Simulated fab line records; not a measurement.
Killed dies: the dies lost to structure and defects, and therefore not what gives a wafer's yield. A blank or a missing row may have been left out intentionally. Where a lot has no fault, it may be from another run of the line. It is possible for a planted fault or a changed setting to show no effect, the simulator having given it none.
Struck lot and sound lot, side by side + flow sky130 + 15 steps out of a route of 708
Sound: the wafers L973.2, L973.3, L973.6. Wafers struck: L968.1, L968.5, L968.6. The cause is given at the end.
For every step that has rows: the tool of each side, followed by ch and its chambers, followed by its first start. Under that, the readings that differ: sound wafers + struck wafers + difference of the means + sigmas: that difference in standard deviations of wafers without a fault.
alike: readings whose means differ by less than 2 such deviations, and words and numbers that are the same on both sides. not compared: withheld readings, readings that some wafer has no value for, bounds like >300 that may hide the same value, and numbers for which the record gives no deviation and whose values overlap.
Wherever a step has rows on one side only, a row that says differs or no value, or a row with sigmas, the two part there. Numbers that have no deviation but don't overlap get no sigmas and don't part them. A reading missing from all wafers of one side parts the sides only when that side holds two or more wafers.

SKY_LDD_HVP_TW_MEAS_10:
  sound: film-metro-02 at day 27 20:59; struck: film-metro-02 at day 25 17:29
  alike: LDD_HVP_TW
then, 7 steps without rows for these wafers: SKY_LDD_LDN_DEHYDRATE_00 (time 60 s); SKY_LDD_LDN_HMDS_01 (prime time 60 s); SKY_LDD_LDN_COAT_02 (resist thk 1140 nm); SKY_LDD_LDN_SOFTBAKE_03 (time 60 s); SKY_LDD_LDN_EXPOSE_04 (exposes mask LDNTM, target cd 700 nm); SKY_LDD_LDN_PEB_05; SKY_LDD_LDN_DEVELOP_06 (develop time 60 s).
SKY_LDD_LDN_OVL_MEAS_07:
  sound: overlay-02 at day 29 00:38; struck: overlay-02 at day 26 22:26
  alike: LDD_LDN_OVL
then, 3 steps without rows for these wafers: SKY_LDD_LDN_IMPLANT_08; SKY_LDD_LDN_IMPLANT_09; SKY_LDD_LDN_IMPLANT_10.
SKY_LDD_LDN_IMPLANT_11:
  sound on implanter-02 ch 0, day 29 01:09; struck on implanter-01 ch 0, day 26 22:55
| reading            | sound                            | struck                           | difference  | sigmas |
|--------------------|----------------------------------|----------------------------------|-------------|--------|
| dose-ions-cm2      | 1.2484e+13 1.2455e+13 1.2488e+13 | 1.1639e+13 1.1638e+13 1.1616e+13 | -8.4467e+11 | -65    |
| faraday-current-uA | 70.3 70.6 73.5                   | 65.4 65.8 67.0                   | -5.4        | -4     |
SKY_LDD_LDN_STRIP_12: strips in O2/N2.
  sound on plasma-asher-04 ch 0,1, day 29 01:16; struck on plasma-asher-01 ch 0,1, day 26 23:04
  alike: chamber-pressure-mTorr, drypump-motor-current-A, oes-product-au, strip-time-to-endpoint-s
  not compared: rf-hours-counter-h
-- here the record skips 22 days between the struck wafers' starts before and after, leaving off in module LDD_LDN and picking up in module PAD_OPEN (first step shown: number 708 of the route) --
SKY_PAD_OPEN_PROBE_99:
  sound: prober-01 at day 49 19:08; struck: prober-01 at day 48 11:10
  alike: killed_at_M0_to_M3, killed_at_M4_up, killed-at-contacts, killed-at-front-end, killed-at-other, killed-dies, killed-open, killed-short

## WHERE THEY PART
Only at SKY_LDD_LDN_IMPLANT_11, as far as this record shows. Later steps at which nothing parts them and some readings are alike: SKY_LDD_LDN_STRIP_12, SKY_PAD_OPEN_PROBE_99.

WHY: what had been put in by the simulator
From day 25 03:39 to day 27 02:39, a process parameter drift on implanter-01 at SKY_LDD_LDN_IMPLANT_11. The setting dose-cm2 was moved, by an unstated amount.
